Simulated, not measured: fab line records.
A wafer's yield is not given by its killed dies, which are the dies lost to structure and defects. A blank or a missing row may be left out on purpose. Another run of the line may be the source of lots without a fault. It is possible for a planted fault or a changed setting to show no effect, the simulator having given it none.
fab line records + flow gf180mcu
record
- lots=6
- wafers=18
- last_day=34
route steps=602 shown V3@440
lots that met no fault: from a run of the same line without faults
start_h: hours from the record's opening day to when the first of the lot's shown wafers began + wait_h: time in hours since the lot's previous step + " same as the row above + L1.1+2: several wafers, shown together as one row + - no value, or no start given + * or withheld: withheld + < > ~ a bound
route shown NAME@n: names a module that has steps shown in the file, with the first one's number in the route + usual: mean/standard deviation taken from wafers without a fault + same: alike in all rows + chamber/n: place in a boat + sites: per-site readings + _std_site: standard deviation across them + _edge_site: outer sites' mean less inner sites' + radius_mm: how far each site lies from the wafer's centre + mask NAME#n: copy n + behind: the last tool/chamber to shape the wafer + hold: cause of the lot's hold/its duration in hours/its outcome + device: transistor that didn't switch, given as n, p or np + end of line: the same wafers' tests at the end of the route + a step given without rows: its recipe and nothing more + killed: not the wafer's yield, but the dies lost to structure and defects at the first sort + map: per-die view of a wafer (x killed, . not killed, _ where there is no die)
set.NAME: the setting the step ran with; set.NAME@STEP: the setting that earlier step ran with + model.NAME: the simulator's own value behind a step, which no gauge read
a table for each step, a row for each wafer; lots at some steps of the route
services: the hour from which a tool's chamber was out of use, counted from the record's first day as start_h (under 0 if before that day), plus the number of hours and why
## steps
# step GF_V3_EXPOSE_11
# recipe
- mask_id=Via3
- target_cd_nm=260
- na=0.68
- source_shape=conventional
- sigma_outer=0.6
- dose_mj=38
# step GF_V3_PEB_12
# recipe
- peb_temp_c=135
- peb_time_s=90
- resist=KrF
# step GF_V3_DEVELOP_13
# recipe
- develop_time_s=60
- resist=KrF
- dev_temp_c=21
# step GF_V3_CD_MEAS_14
# recipe
- target_cd_nm=260
# usual
- cd_nm=259.7/1.3
| lot.wafer | tool      | chamber | start_h | wait_h | cd_nm |
|-----------|-----------|---------|---------|--------|-------|
| L996.2    | cd_sem-02 | -       | 545.88  | 0.1    | 259.4 |
| L996.5    | "         | -       | "       | "      | 259.0 |
| L996.6    | "         | -       | "       | "      | 259.2 |
| L103.1    | cd_sem-01 | -       | 603.51  | 0.1    | 257.8 |
| L103.5    | "         | -       | "       | "      | 259.0 |
| L103.6    | "         | -       | "       | "      | 257.0 |
| L110.4    | cd_sem-02 | -       | 654.87  | 0.1    | 261.3 |
| L110.5    | "         | -       | "       | "      | 261.8 |
| L110.6    | "         | -       | "       | "      | 261.8 |
| L111.1    | cd_sem-02 | -       | 673.56  | 0.1    | 258.0 |
| L111.3    | "         | -       | "       | "      | 258.8 |
| L111.4    | "         | -       | "       | "      | 258.1 |
| L114.2    | cd_sem-01 | -       | 680.73  | 0.1    | 261.1 |
| L114.4    | "         | -       | "       | "      | 260.6 |
| L114.5    | "         | -       | "       | "      | 260.4 |
| L115.1    | cd_sem-01 | -       | 691.31  | 0.1    | 260.8 |
| L115.4    | "         | -       | "       | "      | 260.1 |
| L115.5    | "         | -       | "       | "      | 261.0 |
# step GF_V3_OVL_MEAS_15
# usual
- V3_OVL=2/5.7
| lot.wafer | tool       | chamber | start_h | wait_h | V3_OVL[nm] |
|-----------|------------|---------|---------|--------|------------|
| L996.2    | overlay-01 | -       | 545.99  | 0.1    | -4         |
| L996.5    | "          | -       | "       | "      | -7         |
| L996.6    | "          | -       | "       | "      | 2          |
| L103.1    | overlay-02 | -       | 603.63  | 0.1    | 1          |
| L103.5    | "          | -       | "       | "      | 12         |
| L103.6    | "          | -       | "       | "      | 2          |
| L110.4    | overlay-02 | -       | 654.95  | 0.1    | 4          |
| L110.5    | "          | -       | "       | "      | 0          |
| L110.6    | "          | -       | "       | "      | 6          |
| L111.1    | overlay-01 | -       | 673.68  | 0.1    | 6          |
| L111.3    | "          | -       | "       | "      | -4         |
| L111.4    | "          | -       | "       | "      | -10        |
| L114.2    | overlay-01 | -       | 680.83  | 0.1    | 9          |
| L114.4    | "          | -       | "       | "      | 13         |
| L114.5    | "          | -       | "       | "      | 5          |
| L115.1    | overlay-02 | -       | 691.43  | 0.1    | -1         |
| L115.4    | "          | -       | "       | "      | 2          |
| L115.5    | "          | -       | "       | "      | 1          |
# step GF_V3_ETCH_16
# recipe
- chemistry=N2/H2
- target_depth_a=withheld
- overetch_a=withheld
- time_s=withheld
- target=BARC
- ion_energy_ev=200
- source_w=500
- bias_w=100
- pressure_mtorr=30
- n2_flow_sccm=100
- h2_flow_sccm=200
# usual
- drypump_motor_current_A=5.8/0.34
- oes_product_au=0.855/0.0048
- throttle_valve_pct=13.225/0.0099
| lot.wafer | tool        | chamber | start_h | wait_h | drypump_motor_current_A | oes_product_au | throttle_valve_pct |
|-----------|-------------|---------|---------|--------|-------------------------|----------------|--------------------|
| L996.2    | rie_diel-02 | 3       | 546.02  | 0.0    | 5.6                     | 0.859          | 13.222             |
| L996.5    | "           | 2       | "       | "      | 5.7                     | 0.852          | 13.254             |
| L996.6    | "           | 3       | "       | "      | 5.6                     | 0.856          | 13.219             |
| L103.1    | rie_diel-02 | 1       | 603.67  | 0.0    | 6.0                     | 0.853          | 13.218             |
| L103.5    | "           | 1       | "       | "      | 6.0                     | 0.858          | 13.216             |
| L103.6    | "           | 0       | "       | "      | 6.1                     | 0.850          | 13.222             |
| L110.4    | rie_diel-04 | 1       | 654.99  | 0.0    | 6.3                     | 0.866          | 13.222             |
| L110.5    | "           | 1       | "       | "      | 6.3                     | 0.859          | 13.221             |
| L110.6    | "           | 0       | "       | "      | 5.1                     | 0.854          | 13.239             |
| L111.1    | rie_diel-01 | 3       | 673.71  | 0.0    | 6.2                     | 0.848          | 13.219             |
| L111.3    | "           | 2       | "       | "      | 5.3                     | 0.847          | 13.229             |
| L111.4    | "           | 1       | "       | "      | 6.1                     | 0.850          | 13.227             |
| L114.2    | rie_diel-04 | 3       | 680.86  | 0.0    | 6.0                     | 0.859          | 13.224             |
| L114.4    | "           | 2       | "       | "      | 5.5                     | 0.861          | 13.206             |
| L114.5    | "           | 1       | "       | "      | 6.3                     | 0.866          | 13.235             |
| L115.1    | rie_diel-04 | 0       | 691.46  | 0.0    | 5.1                     | 0.849          | 13.222             |
| L115.4    | "           | 0       | "       | "      | 5.1                     | 0.852          | 13.233             |
| L115.5    | "           | 3       | "       | "      | 6.0                     | 0.852          | 13.220             |
# step GF_V3_ETCH_17
# recipe
- chemistry=C4F8/O2/Ar
- mask_material=KrF
- target=SiO2
- stop_on=TiN
- source_w=1500
- bias_w=1200
- pressure_mtorr=40
- c4f8_flow_sccm=withheld
- O2_flow_sccm=6
- Ar_flow_sccm=300
- time_s=withheld
- target_depth_a=6350
# usual
- oes_product_au=0.856/0.0039
| lot.wafer | tool        | chamber | start_h | wait_h | oes_product_au |
|-----------|-------------|---------|---------|--------|----------------|
| L996.2    | rie_diel-02 | 3       | -       | -      | 0.853          |
| L996.5    | "           | 2       | "       | "      | 0.856          |
| L996.6    | "           | 3       | "       | "      | 0.854          |
| L103.1    | rie_diel-02 | 1       | -       | -      | 0.856          |
| L103.5    | "           | 1       | "       | "      | 0.858          |
| L103.6    | "           | 0       | "       | "      | 0.852          |
| L110.4    | rie_diel-04 | 1       | -       | -      | 0.855          |
| L110.5    | "           | 1       | "       | "      | 0.855          |
| L110.6    | "           | 0       | "       | "      | 0.855          |
| L111.1    | rie_diel-01 | 3       | -       | -      | 0.855          |
| L111.3    | "           | 2       | "       | "      | 0.857          |
| L111.4    | "           | 1       | "       | "      | 0.851          |
| L114.2    | rie_diel-04 | 3       | -       | -      | 0.854          |
| L114.4    | "           | 2       | "       | "      | 0.853          |
| L114.5    | "           | 1       | "       | "      | 0.857          |
| L115.1    | rie_diel-04 | 0       | -       | -      | 0.853          |
| L115.4    | "           | 0       | "       | "      | 0.854          |
| L115.5    | "           | 3       | "       | "      | 0.861          |
# step GF_V3_STRIP_18
# recipe
- chemistry=O2/N2
- power_w=1400
- pressure_mtorr=1500
- platen_temp_c=250
- o2_flow_sccm=3000
- n2_flow_sccm=300
- overash_fraction=0.5
# step GF_V3_STRIP_19
# recipe
- chemistry=post_etch_residue_remover
- time_s=1200
- temp_c=72.5
# step GF_V3_CLEAN_20
# recipe
- chemistry=DIW
- dry=n2_spin
# step GF_V3_SPUTTER_21
# recipe
- material=Ti
- target_thk_nm=15
- chamber_pressure_pa=5
- power_w=2500
- substrate_temp_c=200
- time_s=80.02
# usual
- substrate_temp_c=199.98/0.16
- throttle_valve_pct=29.8/1
| lot.wafer | tool           | chamber | start_h | wait_h | substrate_temp_c | throttle_valve_pct |
|-----------|----------------|---------|---------|--------|------------------|--------------------|
| L996.2    | pvd_sputter-04 | -       | 546.72  | 0.0    | 199.78           | 28.8               |
| L996.5    | "              | -       | "       | "      | 199.79           | 29.2               |
| L996.6    | "              | -       | "       | "      | 199.88           | 31.2               |
| L103.1    | pvd_sputter-03 | -       | 604.34  | 0.0    | 200.33           | 29.6               |
| L103.5    | "              | -       | "       | "      | 200.05           | 30.7               |
| L103.6    | "              | -       | "       | "      | 200.20           | 29.2               |
| L110.4    | pvd_sputter-02 | -       | 655.81  | 0.0    | 199.95           | 31.3               |
| L110.5    | "              | -       | "       | "      | 200.16           | 31.2               |
| L110.6    | "              | -       | "       | "      | 200.01           | 28.8               |
| L111.1    | pvd_sputter-04 | -       | 674.38  | 0.0    | 199.99           | 31.2               |
| L111.3    | "              | -       | "       | "      | 199.88           | 29.0               |
| L111.4    | "              | -       | "       | "      | 199.81           | 29.6               |
| L114.2    | pvd_sputter-03 | -       | 681.56  | 0.0    | 200.25           | 31.2               |
| L114.4    | "              | -       | "       | "      | 200.20           | 31.0               |
| L114.5    | "              | -       | "       | "      | 200.23           | 29.0               |
| L115.1    | pvd_sputter-03 | -       | 692.17  | 0.0    | 199.94           | 30.6               |
| L115.4    | "              | -       | "       | "      | 199.96           | 30.7               |
| L115.5    | "              | -       | "       | "      | 200.03           | 28.8               |
# step GF_V3_SPUTTER_22
# recipe
- material=TiN
- target_thk_nm=10
- chamber_pressure_pa=5
- power_w=4000
- time_s=40
# usual
- throttle_valve_pct=29.8/1
| lot.wafer | tool           | chamber | start_h | wait_h | throttle_valve_pct |
|-----------|----------------|---------|---------|--------|--------------------|
| L996.2    | pvd_sputter-04 | -       | 546.78  | 0.0    | 28.9               |
| L996.5    | "              | -       | "       | "      | 29.0               |
| L996.6    | "              | -       | "       | "      | 31.5               |
| L103.1    | pvd_sputter-03 | -       | 604.40  | 0.0    | 29.4               |
| L103.5    | "              | -       | "       | "      | 30.5               |
| L103.6    | "              | -       | "       | "      | 29.6               |
| L110.4    | pvd_sputter-02 | -       | 655.88  | 0.0    | 31.2               |
| L110.5    | "              | -       | "       | "      | 31.2               |
| L110.6    | "              | -       | "       | "      | 28.7               |
| L111.1    | pvd_sputter-04 | -       | 674.44  | 0.0    | 31.4               |
| L111.3    | "              | -       | "       | "      | 29.0               |
| L111.4    | "              | -       | "       | "      | 29.8               |
| L114.2    | pvd_sputter-03 | -       | 681.62  | 0.0    | 31.5               |
| L114.4    | "              | -       | "       | "      | 31.1               |
| L114.5    | "              | -       | "       | "      | 28.8               |
| L115.1    | pvd_sputter-03 | -       | 692.23  | 0.0    | 30.7               |
| L115.4    | "              | -       | "       | "      | 30.6               |
| L115.5    | "              | -       | "       | "      | 28.8               |
# step GF_V3_CVD_23
# recipe
- material=W
- target_thk_nm=350
- time_s=104.9
- temp_c=400
- pressure_torr=40
# usual
- heater_power_w=816/80
| lot.wafer | tool     | chamber | start_h | wait_h | heater_power_w |
|-----------|----------|---------|---------|--------|----------------|
| L996.2    | cvd_w-01 | 1       | 546.82  | 0.0    | 842            |
| L996.5    | "        | 0       | "       | "      | 720            |
| L996.6    | "        | 1       | "       | "      | 855            |
| L103.1    | cvd_w-02 | 0       | 604.44  | 0.0    | 883            |
| L103.5    | "        | 0       | "       | "      | 857            |
| L103.6    | "        | 1       | "       | "      | 903            |
| L110.4    | cvd_w-02 | 0       | 655.95  | 0.1    | 867            |
| L110.5    | "        | 1       | "       | "      | 882            |
| L110.6    | "        | 0       | "       | "      | 863            |
| L111.1    | cvd_w-02 | 1       | 674.48  | 0.0    | 915            |
| L111.3    | "        | 1       | "       | "      | 923            |
| L111.4    | "        | 0       | "       | "      | 876            |
| L114.2    | cvd_w-01 | 1       | 681.66  | 0.0    | 807            |
| L114.4    | "        | 0       | "       | "      | 721            |
| L114.5    | "        | 0       | "       | "      | 706            |
| L115.1    | cvd_w-01 | 0       | 692.27  | 0.0    | 711            |
| L115.4    | "        | 0       | "       | "      | 718            |
| L115.5    | "        | 0       | "       | "      | 710            |
# step GF_V3_RS_MEAS_24
# recipe
- thk_meas_gauge=four-point-probe
- reads=W_of_V3_CVD_23+TiN_of_V3_SPUTTER_22+Ti_of_V3_SPUTTER_21
# usual
- V3_W_RS=0.326/0.0071
| lot.wafer | tool          | chamber | start_h | wait_h | V3_W_RS[ohm/sq] |
|-----------|---------------|---------|---------|--------|-----------------|
| L996.2    | film_metro-02 | -       | 546.95  | 0.1    | 0.321           |
| L996.5    | "             | -       | "       | "      | 0.336           |
| L996.6    | "             | -       | "       | "      | 0.318           |
| L103.1    | film_metro-01 | -       | 604.55  | 0.1    | 0.335           |
| L103.5    | "             | -       | "       | "      | 0.331           |
| L103.6    | "             | -       | "       | "      | 0.331           |
| L110.4    | film_metro-01 | -       | 656.09  | 0.1    | 0.459           |
| L110.5    | "             | -       | "       | "      | 0.332           |
| L110.6    | "             | -       | "       | "      | 0.450           |
| L111.1    | film_metro-02 | -       | 674.59  | 0.1    | 0.330           |
| L111.3    | "             | -       | "       | "      | 0.336           |
| L111.4    | "             | -       | "       | "      | 0.458           |
| L114.2    | film_metro-03 | -       | 681.79  | 0.1    | 0.314           |
| L114.4    | "             | -       | "       | "      | 0.322           |
| L114.5    | "             | -       | "       | "      | 0.327           |
| L115.1    | film_metro-03 | -       | 692.38  | 0.1    | 0.334           |
| L115.4    | "             | -       | "       | "      | 0.334           |
| L115.5    | "             | -       | "       | "      | 0.336           |
# step GF_V3_THK_MEAS_25
# recipe
- thk_meas_gauge=xrf
- reads=W_of_V3_CVD_23
# usual
- V3_W_THK=356/9.3
| lot.wafer | tool          | chamber | start_h | wait_h | V3_W_THK[nm] |
|-----------|---------------|---------|---------|--------|--------------|
| L996.2    | film_metro-02 | -       | 547.06  | 0.1    | 364          |
| L996.5    | "             | -       | "       | "      | 349          |
| L996.6    | "             | -       | "       | "      | 370          |
| L103.1    | film_metro-01 | -       | 604.67  | 0.1    | 345          |
| L103.5    | "             | -       | "       | "      | 349          |
| L103.6    | "             | -       | "       | "      | 348          |
| L110.4    | film_metro-01 | -       | 656.18  | 0.1    | 275          |
| L110.5    | "             | -       | "       | "      | 349          |
| L110.6    | "             | -       | "       | "      | 278          |
| L111.1    | film_metro-02 | -       | 674.71  | 0.1    | 353          |
| L111.3    | "             | -       | "       | "      | 347          |
| L111.4    | "             | -       | "       | "      | 279          |
| L114.2    | film_metro-03 | -       | 681.90  | 0.1    | 374          |
| L114.4    | "             | -       | "       | "      | 364          |
| L114.5    | "             | -       | "       | "      | 361          |
| L115.1    | film_metro-03 | -       | 692.50  | 0.1    | 353          |
| L115.4    | "             | -       | "       | "      | 354          |
| L115.5    | "             | -       | "       | "      | 351          |
# step GF_V3_CMP_26
# recipe
- stop_on=SiO2
- down_force_psi=3.5
- platen_rpm=60
- t_overpolish_s=15
- target_thk_nm=0
- pad_velocity_m_s=0.94248
# usual
- head_pressure_psi=3.500/0.0085
- motor_current_A=10.8/1.2
- overpolish_run_s=15.000/0.0094
- time_to_endpoint_s=85/3.3
| lot.wafer | tool   | chamber | start_h | wait_h | head_pressure_psi | motor_current_A | overpolish_run_s | time_to_endpoint_s |
|-----------|--------|---------|---------|--------|-------------------|-----------------|------------------|--------------------|
| L996.2    | cmp-01 | 1       | 547.11  | 0.0    | 3.505             | 10.8            | 14.999           | 85                 |
| L996.5    | "      | 1       | "       | "      | 3.494             | 11.1            | 14.986           | 83                 |
| L996.6    | "      | 2       | "       | "      | 3.505             | 11.6            | 15.003           | 87                 |
| L103.1    | cmp-01 | 2       | 604.78  | 0.1    | 3.511             | 11.5            | 15.002           | 83                 |
| L103.5    | "      | 1       | "       | "      | 3.494             | 11.3            | 14.996           | 82                 |
| L103.6    | "      | 2       | "       | "      | 3.503             | 10.9            | 15.015           | 85                 |
| L110.4    | cmp-01 | 2       | 656.40  | 0.2    | 3.483             | 11.4            | 14.981           | 87                 |
| L110.6    | "      | 0       | "       | "      | 3.495             | 10.3            | 15.007           | 84                 |
| L110.5    | "      | 1       | "       | "      | 3.510             | 11.2            | 14.994           | 85                 |
| L111.3    | cmp-02 | 2       | 674.82  | 0.1    | 3.484             | 9.7             | 14.979           | 79                 |
| L111.1    | "      | 3       | "       | "      | 3.498             | 10.2            | 15.011           | 86                 |
| L111.4    | "      | 0       | "       | "      | 3.508             | 11.8            | 15.004           | 82                 |
| L114.4    | cmp-01 | 2       | 681.95  | 0.0    | 3.503             | 11.8            | 14.999           | 90                 |
| L114.2    | "      | 1       | "       | "      | 3.490             | 10.5            | 14.999           | 91                 |
| L114.5    | "      | 2       | "       | "      | 3.496             | 11.6            | 15.006           | 90                 |
| L115.1    | cmp-02 | 2       | 692.56  | 0.1    | 3.504             | 9.8             | 15.008           | 86                 |
| L115.4    | "      | 0       | "       | "      | 3.497             | 11.7            | 14.994           | 85                 |
| L115.5    | "      | 3       | "       | "      | 3.498             | 9.8             | 14.983           | 87                 |
## services
| tool           | chamber | start_h | hours | kind   |
|----------------|---------|---------|-------|--------|
| pvd_sputter-02 | -       | 522.85  | 1.7   | repair |
| cmp-02         | -       | 527.49  | 10.8  | pm     |
| pvd_sputter-03 | -       | 532.08  | 1.2   | repair |
| cmp-02         | -       | 538.98  | 1.6   | repair |
| cmp-01         | -       | 540.60  | 4.4   | pm     |
| pvd_sputter-04 | -       | 556.05  | 2.8   | repair |
| rie_diel-02    | 0       | 556.39  | 5.3   | repair |
| pvd_sputter-03 | -       | 570.37  | 10.8  | repair |
| cmp-02         | -       | 572.25  | 4.0   | pm     |
| rie_diel-04    | -       | 584.99  | 1.5   | repair |
| cmp-02         | -       | 590.29  | 1.5   | repair |
| pvd_sputter-04 | -       | 595.08  | 6.9   | repair |
| cmp-01         | -       | 597.85  | 6.1   | pm     |
| rie_diel-02    | 3       | 620.33  | 8.1   | repair |
| rie_diel-04    | 3       | 623.31  | 42.4  | repair |
| cmp-01         | -       | 635.94  | 0.5   | repair |
| cvd_w-01       | -       | 639.48  | 0.8   | repair |
| pvd_sputter-04 | -       | 652.13  | 1.0   | repair |
| rie_diel-02    | 2       | 652.52  | 7.8   | repair |
| rie_diel-04    | 2       | 652.66  | 5.7   | repair |
| rie_diel-02    | -       | 659.01  | 0.4   | repair |
| rie_diel-04    | 2       | 660.50  | 5.2   | repair |
| cvd_w-02       | 1       | 680.63  | 2.9   | repair |
| rie_diel-04    | 1       | 687.84  | 4.3   | repair |
## key
first_sign
- step=GF_V3_RS_MEAS_24
- reading=V3_W_RS
- direction=up
- sigmas=18
- usual=0.326
- struck=0.456
effect
- step=GF_V3_THK_MEAS_25
- reading=V3_W_THK
- direction=down
- sigmas=8.4
- usual=356
- struck=278
met_at GF_V3_CVD_23
struck_wafers L110.4,L110.6,L111.4
onset_between 604.44 655.95
fault
- kind=site_profile_drift
- tool=cvd_w-02
- chamber=0
- onset_h=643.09
- steps=GF_V3_CVD_23
- basis=fraction
- max_abs_drift=0.46552
- slope_share_per_hr=103.45
- site_pattern=0,0,0,0,0,-1,-1,-1,-1
